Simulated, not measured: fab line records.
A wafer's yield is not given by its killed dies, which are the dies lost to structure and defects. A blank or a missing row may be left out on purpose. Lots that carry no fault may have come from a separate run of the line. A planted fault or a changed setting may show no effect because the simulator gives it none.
A single fault, viewed from 2 desks	flow sky130	only its own numbers are on each desk; what lay behind them is given at the end

## FOR THE TOOL OWNER'S DESK: litho_track-01
The tool's own readings at SKY_SD_N_COAT_02 (resist thk 1140 nm): means of the sampled wafers that have a number, for each lot that ran on this tool. A lot is out of limits, marked OUT, if its mean lies more than 4 standard deviations from the usual mean; the brackets give that distance.
Columns: A = dispense_pressure_kPa at SKY_SD_N_COAT_02, usual 49 kPa
lot	first seen here	A
L181	day 28 15:46	45
L184	day 29 15:44	46
L187	day 30 16:20	46
L188	day 31 03:26	45
L190	day 31 10:53	46
L198	day 34 00:05	45
L199	day 34 11:37	45
Finding of this desk: none of the 7 lots has anything out of limits.

## METROLOGY DESK
What the gauges read, lot by lot, whatever tool the lot ran on: means of the sampled wafers that have a number. A lot is out of limits, marked OUT, if its mean lies more than 4 standard deviations from the usual mean; the brackets give that distance.
Columns: A = LDD_LDN_OVL at SKY_LDD_LDN_OVL_MEAS_07, usual -1.2 nm; B = cd_nm at SKY_SD_N_CD_MEAS_07, usual 379.8 nm; C = LOCAL_INTERCONNECT_TIN_RS at SKY_LOCAL_INTERCONNECT_RS_MEAS_01, usual 14.15 ohm/sq
lot	first seen here	A	B	C
L181	day 24 06:06	1.4	383.2	14.12
L183	day 24 23:55	-1.0	377.0	14.08
L184	day 25 07:49	-2.3	377.2	14.41
L186	day 26 00:32	-2.0	374.9	13.99
L187	day 26 10:34	-2.0	377.4	13.90
L188	day 26 20:28	-1.3	379.2	14.30
L189	day 27 00:54	-2.3	379.4	14.14
L190	day 27 05:32	-1.1	380.0	13.93
L196	day 29 09:23	-4.8	381.4	14.05
L198	day 29 21:37	-3.0	400.3 (+8.5) OUT	14.28
L199	day 30 10:09	-0.6	398.4 (+7.7) OUT	14.33
This desk's finding: out of limits on L198, L199; first on L198, day 34 12:50 (cd_nm at SKY_SD_N_CD_MEAS_07). L181, L183, L184, L186, L187, L188, L189, L190, L196 stayed within limits.

## PUT TOGETHER
At day 34 12:50 the metrology desk could have sounded an alarm, on L198, L199.
The desk of the tool owner found nothing out of limits.
The tool owner's desk has L198, L199 on record, within its limits.
All the named lots went through SKY_SD_N_COAT_02 on litho_track-01.

## WHAT WAS PUT IN BY THE SIMULATOR
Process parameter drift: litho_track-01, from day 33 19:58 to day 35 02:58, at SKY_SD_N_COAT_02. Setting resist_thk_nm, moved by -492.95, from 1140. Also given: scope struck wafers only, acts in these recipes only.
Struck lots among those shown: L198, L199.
Delay in hours, fault start to first out-of-limits reading, per desk: metrology desk 17.
